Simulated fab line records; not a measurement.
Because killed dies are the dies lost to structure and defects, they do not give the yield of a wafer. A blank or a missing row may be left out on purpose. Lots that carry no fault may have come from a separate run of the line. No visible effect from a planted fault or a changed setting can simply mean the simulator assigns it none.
Chamber matching ; flow gf180mcu ; GF_V2_ETCH_16 on rie diel-04 has 4 sister chambers
The step etches BARC in N2/H2. 4 wafers are shown with their chamber, then 10 later ones without.

== WAFERS WITH THEIR CHAMBER ==
wafer;chamber;drypump motor current A (A)
L081.6;0;6.24
L087.6;2;5.20
L088.2;1;5.60
L088.4;3;5.60

== WAFERS WITH NO CHAMBER GIVEN ==
wafer;drypump motor current A (A)
L088.5;5.60
L089.1;5.60
L089.2;5.20
L089.4;5.62
L090.3;5.60
L090.4;5.22
L090.6;5.60
L097.2;5.61
L097.3;6.23
L097.4;5.57

== CHAMBER TAKEN BY EACH ==
wafer;from the rows above;in truth
L088.5;can't be placed: 1 or 3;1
L089.1;can't be placed: 1 or 3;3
L089.2;2;2
L089.4;can't be placed: 1 or 3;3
L090.3;can't be placed: 1 or 3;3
L090.4;2;2
L090.6;can't be placed: 1 or 3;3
L097.2;can't be placed: 1 or 3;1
L097.3;0;0
L097.4;can't be placed: 1 or 3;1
3 of 10 placed correctly. Cannot be placed on the basis of these rows: 7; the candidates contain the true chamber in 7. Placed wrongly: 0.
How it was worked out, from the rows above alone: a wafer's distance from a chamber is the root of the sum, over the readings, of the square of ((its reading less the chamber's mean) divided by the reading's scatter). The wafer belongs to the nearest chamber; if the next one is less than 2 further off, it can't be placed. A chamber's mean is the mean of its shown wafers. The scatter (one wafer shown for each chamber): square how far every hidden wafer sits from the nearest shown wafer, average those squares and take the square root.
